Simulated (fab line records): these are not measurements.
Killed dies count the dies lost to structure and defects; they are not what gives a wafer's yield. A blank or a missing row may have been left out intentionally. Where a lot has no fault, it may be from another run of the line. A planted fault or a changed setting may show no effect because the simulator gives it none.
A lot that was struck, set against a sound lot    flow gf180mcu    22 steps out of a route of 602
Sound: the wafers L214.1, L214.3, L214.5. Struck: wafers L226.1, L226.6. (L226.2 of the same lot was not struck and is left out.) The cause comes at the end.
Order at every step that has rows: each side's tool, ch and its chambers, its first start. Under that, the readings that differ: sound wafers    struck wafers    difference of the means    sigmas: that difference in standard deviations of wafers without a fault.
alike: same words and numbers on both sides, and readings whose means sit less than 2 such deviations apart. not compared: any withheld reading, any reading some wafer has no value for, any bound like >300 that may hide the same value, and any number with overlapping values for which the record gives no deviation.
A row with sigmas, a row that says differs or no value, or rows on one side alone: a step with any of these is where the two part. When numbers do not overlap yet have no deviation, they are printed without sigmas and do not part them. A reading missing from all wafers of one side parts the sides only when that side holds two or more wafers.

first, 3 steps without rows for these wafers: GF_M4_STRIP_18 (strips in post etch residue remover, time 1200 s); GF_M4_CLEAN_19 (cleans in DIW); GF_V4_CVD_00 (deposits SiO2, target thk 600 nm, time 100 s).
GF_V4_THK_MEAS_01:
  sound on film metro-04 at day 24 10:53; struck on film metro-04 at day 28 05:46
  alike: V4_CVD_00_THK
GF_V4_CVD_02: deposits SiO2 from TEOS, target thk 850 nm, time 94.851 s.
  sound on pecvd-03 ch 0,1,2, day 24 10:56; struck on pecvd-04 ch 0,1, day 28 05:50
  alike: heater power w
GF_V4_THK_MEAS_03:
  sound on film metro-02 at day 24 11:01; struck on film metro-02 at day 28 05:54
  alike: V4_CVD_02_THK
GF_V4_CMP_04: polishes SiO2.
  sound on cmp-02 ch 0,3, day 24 11:10; struck on cmp-01 ch 0,3, day 28 05:58
  alike: edge zone pressure frac, motor current A, time to endpoint s
GF_V4_BOW_MEAS_05:
  sound on film metro-01 at day 24 11:25; struck on film metro-01 at day 28 06:16
  alike: V4_BOW
then, 4 steps without rows for these wafers: GF_V4_DEHYDRATE_06 (time 60 s); GF_V4_HMDS_07 (prime time 60 s); GF_V4_COAT_08; GF_V4_COAT_09 (resist thk 1000 nm).
GF_V4_SOFTBAKE_10: time 60 s.
  sound on litho track-01 ch 0, day 24 22:00; struck on litho track-04 ch 0, day 28 15:00
reading           sound              struck         difference  sigmas
run length s (s)  89.11 89.16 89.33  103.18 102.89  +13.83      +66
then, 3 steps without rows for these wafers: GF_V4_EXPOSE_11 (exposes mask Via4, target cd 260 nm); GF_V4_PEB_12 (peb time 90 s); GF_V4_DEVELOP_13 (develop time 60 s).
GF_V4_CD_MEAS_14: target cd 260 nm.
  sound on cd sem-02 at day 25 09:29; struck on cd sem-01 at day 29 01:59
  alike: cd nm
GF_V4_OVL_MEAS_15:
  sound on overlay-01 at day 25 09:36; struck on overlay-01 at day 29 02:07
  alike: V4_OVL
GF_V4_ETCH_16: etches BARC in N2/H2.
  sound on rie diel-01 ch 0,1, day 25 09:38; struck on rie diel-04 ch 1,2, day 29 02:08
reading              sound            struck       difference  sigmas
model.V4.cd nm (nm)  261 263.1 262.1  263.2 264.6  +1.8        
  alike: drypump motor current A, oes product au, throttle valve pct
GF_V4_ETCH_17: etches SiO2 in C4F8/O2/Ar, stops on TiN, target depth 630 nm.
  sound: rie diel-01 ch 0,1; struck: rie diel-04 ch 1,2
  alike: oes product au
  not compared: model.V4.cd nm
GF_V4_STRIP_18: strips in O2/N2.
  sound on plasma asher-03 ch 1, day 25 09:46; struck on plasma asher-03 ch 0,1, day 29 02:16
  alike: drypump motor current A, heater power w, oes product au
  not compared: rf hours counter h
GF_PASSIVATION_PROBE_99:
  the record holds rows for the sound wafers here (prober-01, day 29 22:44) but none for the struck ones

WHERE THEY PART
First at GF_V4_SOFTBAKE_10; last, within this record, at GF_PASSIVATION_PROBE_99.

WHY: the cause the simulator had injected
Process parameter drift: litho track-04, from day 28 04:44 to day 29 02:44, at GF_V4_SOFTBAKE_10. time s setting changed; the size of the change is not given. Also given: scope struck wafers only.
